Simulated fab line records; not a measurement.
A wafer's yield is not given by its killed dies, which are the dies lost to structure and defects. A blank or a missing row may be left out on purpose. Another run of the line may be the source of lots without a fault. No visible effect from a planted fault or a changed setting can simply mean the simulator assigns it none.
One fault seen from 2 desks | flow gf180mcu | each desk has only its own numbers; what lay behind them comes last

TOOL OWNER'S DESK, pvd-sputter-04
The tool's own readings at GF_SALICIDE_SPUTTER_02 (material Co, target thk 10 nm, time 20 s): means of the sampled wafers that have a number, for each lot that ran on this tool. Any lot whose mean is over 4 standard deviations away from the usual mean is out of limits and marked OUT; that distance is given in the brackets.
Columns: A = chamber-pressure-pa at GF_SALICIDE_SPUTTER_02, usual 0.4000 Pa; B = throttle-valve-pct at GF_SALICIDE_SPUTTER_02, usual 29.5 %
lot  | first seen here | A      | B
L718 | day 15 19:14    | 0.3998 | 29.0
L721 | day 16 10:23    | 0.3992 | 28.0
L727 | day 19 00:47    | 0.4001 | 28.6
L728 | day 19 14:05    | 0.4003 | 29.6
L729 | day 20 07:13    | 0.4006 | 28.0
L731 | day 20 21:56    | 0.3990 | 28.4
This desk found nothing out of limits on any of the 6 lots.

AT THE METROLOGY DESK
What the gauges read, lot by lot, whatever tool the lot ran on: means of the sampled wafers that have a number. Any lot whose mean is over 4 standard deviations away from the usual mean is out of limits and marked OUT; that distance is given in the brackets.
Columns: A = PSD_RS at GF_PSD_RS_MEAS_15, usual 108.58 ohm/sq; B = SAB_OVL at GF_SAB_OVL_MEAS_10, usual -0.8 nm; C = SALICIDE_TIN_RS at GF_SALICIDE_RS_MEAS_04, usual 16.4 ohm/sq; D = CONTACT_CVD_02_THK at GF_CONTACT_THK_MEAS_03, usual 863 nm
lot  | first seen here | A      | B    | C              | D
L717 | day 14 12:35    | 108.81 | -0.6 | 16.1           | 865
L718 | day 14 21:53    | 108.55 | -1.5 | 16.3           | 867
L719 | day 15 00:27    | 108.48 | 0.6  | 16.0           | 857
L721 | day 15 12:07    | 108.36 | 0.3  | 16.4           | 872
L720 | day 15 17:38    | 108.42 | -0.9 | 16.4           | 871
L722 | day 16 04:04    | 108.66 | -1.2 | 16.8           | 871
L723 | day 16 07:49    | 108.60 | -0.8 | 16.8           | 849
L726 | day 17 19:52    | 108.22 | -1.0 | 16.7           | 848
L727 | day 18 00:50    | 108.60 | -1.5 | 16.6           | 851
L728 | day 18 13:23    | 108.67 | -1.1 | 16.4           | 865
L729 | day 19 06:15    | 108.29 | -1.2 | 17.7           | 869
L731 | day 19 22:07    | 108.43 | 0.3  | 20.1 (+10) OUT | 880
L738 | day 21 14:19    | 108.70 | -1.5 | 16.7           | 862
L740 | day 22 00:49    | 108.27 | -0.8 | 16.5           | 879
This desk finds L731 out of limits, with the earliest case on L731 at day 20 22:00 (SALICIDE_TIN_RS at GF_SALICIDE_RS_MEAS_04). L717, L718, L719, L721, L720, L722, L723, L726, L727, L728, L729, L738, L740 stayed within limits.

BROUGHT TOGETHER
The metrology desk could have raised an alarm at day 20 22:00, on L731.
The desk of the tool owner found nothing out of limits.
The tool owner's desk has L731 on record, within its limits.
The lots listed all ran GF_SALICIDE_SPUTTER_02 on pvd-sputter-04.

WHAT THE SIMULATOR HAD INSERTED
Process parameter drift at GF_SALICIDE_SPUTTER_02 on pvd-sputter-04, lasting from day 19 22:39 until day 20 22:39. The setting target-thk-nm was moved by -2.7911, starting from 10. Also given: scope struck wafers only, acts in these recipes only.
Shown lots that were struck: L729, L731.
Time in hours between the start of the fault and the first out-of-limits reading at each desk: metrology desk, 23.
